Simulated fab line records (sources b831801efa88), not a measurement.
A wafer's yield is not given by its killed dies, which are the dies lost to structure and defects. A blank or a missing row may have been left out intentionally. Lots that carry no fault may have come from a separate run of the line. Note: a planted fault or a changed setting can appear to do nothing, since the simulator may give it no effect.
Shared-tool check | flow gf180mcu | 13 lots, 39 wafers sampled

## WHAT PROMPTED THE OPENING
At GF_VT_IMPLANT_TW_MEAS_10 the reading VT_IMPLANT_TW is flagged on 2 of 13 lots. No-fault wafers: 564, standard deviation 3.9.
Rule: a lot is flagged when every wafer of it that has a number lies more than 4 standard deviations from that mean, or none has a number. The rest of the lots are taken to be sound.

lot  | measured     | on            | VT_IMPLANT_TW, wafer by wafer | flag
L113 | day 5 17:52  | film_metro-02 | 566 566 566                   |
L114 | day 5 23:19  | film_metro-02 | 570 567 570                   |
L115 | day 6 04:21  | film_metro-01 | 562 564 563                   |
L116 | day 6 11:20  | film_metro-01 | 565 566 562                   |
L117 | day 6 21:49  | film_metro-04 | 561 562 560                   |
L119 | day 7 10:14  | film_metro-01 | 565 567 564                   |
L121 | day 7 20:34  | film_metro-04 | 563 561 561                   |
L124 | day 8 13:23  | film_metro-02 | 569 569 568                   |
L126 | day 8 23:31  | film_metro-04 | 685 683 686                   | FLAGGED
L128 | day 9 13:44  | film_metro-02 | 573 569 570                   |
L129 | day 9 20:22  | film_metro-04 | 689 689 689                   | FLAGGED
L135 | day 11 08:59 | film_metro-01 | 564 562 567                   |
L136 | day 11 13:20 | film_metro-02 | 564 566 563                   |
The mean of the flagged lots' numbers is 687, +123 from the usual (+31 standard deviations).

## WHICH TOOL EACH LOT WENT THROUGH
The record keeps 1 process step preceding the reading, out of 602 steps on the route. Read each cell as the tool, then ch plus the chambers that the sampled wafers visited, then the start.
lot  | flag    | GF_VT_IMPLANT_IMPLANT_08
L113 |         | implanter-03 ch 0, day 5 17:37
L114 |         | implanter-01 ch 0, day 5 23:05
L115 |         | implanter-01 ch 0, day 6 04:09
L116 |         | implanter-01 ch 0, day 6 11:05
L117 |         | implanter-03 ch 0, day 6 21:34
L119 |         | implanter-01 ch 0, day 7 10:01
L121 |         | implanter-01 ch 0, day 7 20:19
L124 |         | implanter-03 ch 0, day 8 13:10
L126 | FLAGGED | implanter-01 ch 0, day 8 23:16
L128 |         | implanter-03 ch 0, day 9 13:31
L129 | FLAGGED | implanter-01 ch 0, day 9 20:07
L135 |         | implanter-04 ch 0, day 11 08:46
L136 |         | implanter-04 ch 0, day 11 13:05
What the steps here do:
- GF_VT_IMPLANT_IMPLANT_08
- GF_VT_IMPLANT_TW_MEAS_10

## FLAGGED OVER TOTAL, TOOL BY TOOL (the gauges that took the reading come last)
step                     | tool          | lots run | flagged | share of the flagged lots | sound lots run after its first flagged lot
GF_VT_IMPLANT_IMPLANT_08 | implanter-01  | 7        | 2       | all                       | 0
GF_VT_IMPLANT_IMPLANT_08 | implanter-03  | 4        | 0       | none                      | -
GF_VT_IMPLANT_IMPLANT_08 | implanter-04  | 2        | 0       | none                      | -
GF_VT_IMPLANT_TW_MEAS_10 | film_metro-01 | 4        | 0       | none                      | -
GF_VT_IMPLANT_TW_MEAS_10 | film_metro-02 | 5        | 0       | none                      | -
GF_VT_IMPLANT_TW_MEAS_10 | film_metro-04 | 4        | 2       | all                       | 0

## WHAT IS ALLOWED BY THE TABLE
2 rows of the table ran every flagged lot: implanter-01 at GF_VT_IMPLANT_IMPLANT_08, film_metro-04 at GF_VT_IMPLANT_TW_MEAS_10.
- implanter-01 at GF_VT_IMPLANT_IMPLANT_08 ran 7 lots, 2 of them flagged. Last sound lot L121 at day 7 20:19, first flagged lot L126 at day 8 23:16; a fault beginning in between fits. Its own readings lie more than 4 standard deviations out on every wafer of the flagged lots: dose_ions_cm2, faraday_current_uA.
- film_metro-04 at GF_VT_IMPLANT_TW_MEAS_10 ran 4 lots, 2 of them flagged. Last sound lot L121 at day 7 20:34, first flagged lot L126 at day 8 23:31; a fault beginning in between fits.
Because each of these 2 tools fits a fault that began at some hour, counting lots does not separate them. More lots, or a look at what each step does to the wafer, might.

## WHAT THE SIMULATOR PUT IN
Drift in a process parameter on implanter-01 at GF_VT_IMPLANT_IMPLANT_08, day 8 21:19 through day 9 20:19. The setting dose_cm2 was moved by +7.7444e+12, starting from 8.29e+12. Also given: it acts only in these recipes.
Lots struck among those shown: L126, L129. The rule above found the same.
